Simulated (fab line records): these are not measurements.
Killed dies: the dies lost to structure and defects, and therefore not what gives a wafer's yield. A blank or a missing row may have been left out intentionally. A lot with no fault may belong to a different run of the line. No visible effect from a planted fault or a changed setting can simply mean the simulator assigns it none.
Matching of chambers + flow gf180mcu + GF_V4_CMP_26 on cmp-02 has 4 sister chambers
The step polishes, stops on SiO2, t overpolish 15 s, target thk 0 nm. 4 wafers are shown with their chamber, then 12 later ones without.

== WAFERS WITH THEIR CHAMBER ==
| wafer  | chamber | timeToEndpointS (s) |
|--------|---------|---------------------|
| L086.6 | 3       | 85                  |
| L089.6 | 1       | 87                  |
| L091.1 | 0       | 76                  |
| L091.6 | 2       | 84                  |

== WAFERS WHOSE CHAMBER IS MISSING ==
| wafer  | timeToEndpointS (s) |
|--------|---------------------|
| L092.2 | 77                  |
| L092.4 | 82                  |
| L092.5 | 88                  |
| L094.1 | 82                  |
| L094.4 | 76                  |
| L094.5 | 81                  |
| L094.2 | 84                  |
| L094.3 | 82                  |
| L094.6 | 75                  |
| L097.2 | 80                  |
| L097.4 | 77                  |
| L097.6 | 77                  |

== CHAMBER TAKEN BY EACH ==
| wafer  | from the rows above               | in truth |
|--------|-----------------------------------|----------|
| L092.2 | 0                                 | 0        |
| L092.4 | can't be placed: 2 or 3 or 1      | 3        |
| L092.5 | can't be placed: 1 or 3 or 2      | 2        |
| L094.1 | can't be placed: 2 or 3 or 1      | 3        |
| L094.4 | 0                                 | 0        |
| L094.5 | can't be placed: 2 or 3 or 0 or 1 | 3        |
| L094.2 | can't be placed: 2 or 3 or 1      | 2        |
| L094.3 | can't be placed: 2 or 3 or 1      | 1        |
| L094.6 | 0                                 | 0        |
| L097.2 | can't be placed: 0 or 2 or 3 or 1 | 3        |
| L097.4 | 0                                 | 0        |
| L097.6 | 0                                 | 0        |
5 of 12 placed correctly. Cannot be placed on the basis of these rows: 7; the candidates contain the true chamber in 7. Wrongly placed: 0.
How it was worked out, from the rows above alone: a wafer's distance from a chamber is the root of the sum, over the readings, of the square of ((its reading less the chamber's mean) divided by the reading's scatter). The wafer belongs to the nearest chamber; if the next one is less than 2 further off, it can't be placed. Each chamber's mean is taken over the wafers shown for it. The scatter (one wafer shown for each chamber): square how far every hidden wafer sits from the nearest shown wafer, average those squares and take the square root.
